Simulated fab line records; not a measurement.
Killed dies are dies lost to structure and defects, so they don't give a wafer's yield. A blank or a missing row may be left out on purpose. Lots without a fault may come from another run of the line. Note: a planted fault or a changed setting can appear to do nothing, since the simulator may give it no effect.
The same fault as seen by 2 desks + flow sfq line + each desk holds nothing but its own numbers, with what lay behind them at the end

## AT THE METROLOGY DESK
Means of the sampled wafers that have a number, per lot and without regard to the tool the lot ran on: this is what the gauges read. A lot is out of limits, marked OUT, if its mean lies more than 4 standard deviations from the usual mean; the brackets give that distance.
Columns: A = INCOMING_BOW at SFQ_INCOMING_BOW_MEAS_900, usual 1 um; B = L0_MONX_KI_RS at SFQ_L0_RS_MEAS_901, usual 43.3 ohm/sq; C = L0_MONX_KI_THK at SFQ_L0_THK_MEAS_902, usual 40.4 nm; D = M4_NB_RS at SFQ_M4_RS_MEAS_924, usual 0.893 ohm/sq
| lot  | first seen here | A  | B                       | C              | D     |
|------|-----------------|----|-------------------------|----------------|-------|
| L739 | day 1 10:00     | -2 | 43.7                    | 40.0           | 0.902 |
| L740 | day 1 15:00     | 5  | 43.5                    | 40.1           | 0.884 |
| L741 | day 1 20:02     | -2 | 43.4                    | 40.2           | 0.890 |
| L742 | day 2 01:02     | 4  | 43.0                    | 40.8           | 0.886 |
| L743 | day 2 06:00     | -2 | 43.8                    | 39.7           | 0.897 |
| L744 | day 2 11:01     | 3  | 42.5                    | 41.1           | 0.899 |
| L745 | day 2 16:00     | -5 | 43.1                    | 40.8           | 0.884 |
| L751 | day 3 22:04     | 3  | 133.5 (+99 or more) OUT | 13.1 (-57) OUT | 0.887 |
| L753 | day 4 08:02     | 1  | 100.2 (+99 or more) OUT | 22.6 (-37) OUT | 0.880 |
| L754 | day 4 13:00     | -3 | 43.9                    | 39.7           | 0.890 |
| L756 | day 4 23:00     | 1  | 43.0                    | 40.7           | 0.904 |
| L758 | day 5 09:02     | -0 | 43.3                    | 40.4           | 0.897 |
| L761 | day 6 00:00     | -0 | 43.4                    | 40.2           | 0.882 |
| L762 | day 6 05:00     | 1  | 43.8                    | 40.2           | 0.901 |
Finding of this desk: L751, L753 out of limits, first seen on L751 at day 4 00:37 (L0_MONX_KI_RS at SFQ_L0_RS_MEAS_901). L739, L740, L741, L742, L743, L744, L745, L754, L756, L758, L761, L762: within limits.

## AT THE TOOL OWNER'S DESK: pvd sputter-04
The tool's own readings at SFQ_TRILAYER_L0_DEP_SPUTTER_003 (material MoNx KI, target thk 40 nm, time 100 s): means of the sampled wafers that have a number, for each lot that ran on this tool. A lot is out of limits, marked OUT, if its mean lies more than 4 standard deviations from the usual mean; the brackets give that distance.
Columns: A = cathode dc power W at SFQ_TRILAYER_L0_DEP_SPUTTER_003, usual 799.99 W; B = throttle valve pct at SFQ_TRILAYER_L0_DEP_SPUTTER_003, usual 29.5 %
| lot  | first seen here | A      | B    |
|------|-----------------|--------|------|
| L745 | day 2 18:29     | 799.88 | 29.4 |
| L751 | day 4 00:29     | 800.02 | 28.8 |
| L753 | day 4 10:29     | 800.01 | 28.0 |
This desk's finding: nothing out of limits on any of the 3 lots.

## ALL TOGETHER
An alarm was possible from the metrology desk at day 4 00:37, on L751, L753.
The tool owner's desk saw nothing out of limits.
On record at the tool owner's desk: L751, L753, within its limits.
Of the lots named, all ran SFQ_TRILAYER_L0_DEP_SPUTTER_003 on pvd sputter-04.

## WHAT THE SIMULATOR HAD INSERTED
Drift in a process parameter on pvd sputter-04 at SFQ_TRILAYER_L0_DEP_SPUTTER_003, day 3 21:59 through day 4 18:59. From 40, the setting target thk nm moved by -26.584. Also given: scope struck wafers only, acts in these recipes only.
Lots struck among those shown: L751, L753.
Per desk, hours elapsed from the start of the fault to the first reading out of limits: for the metrology desk, 3.
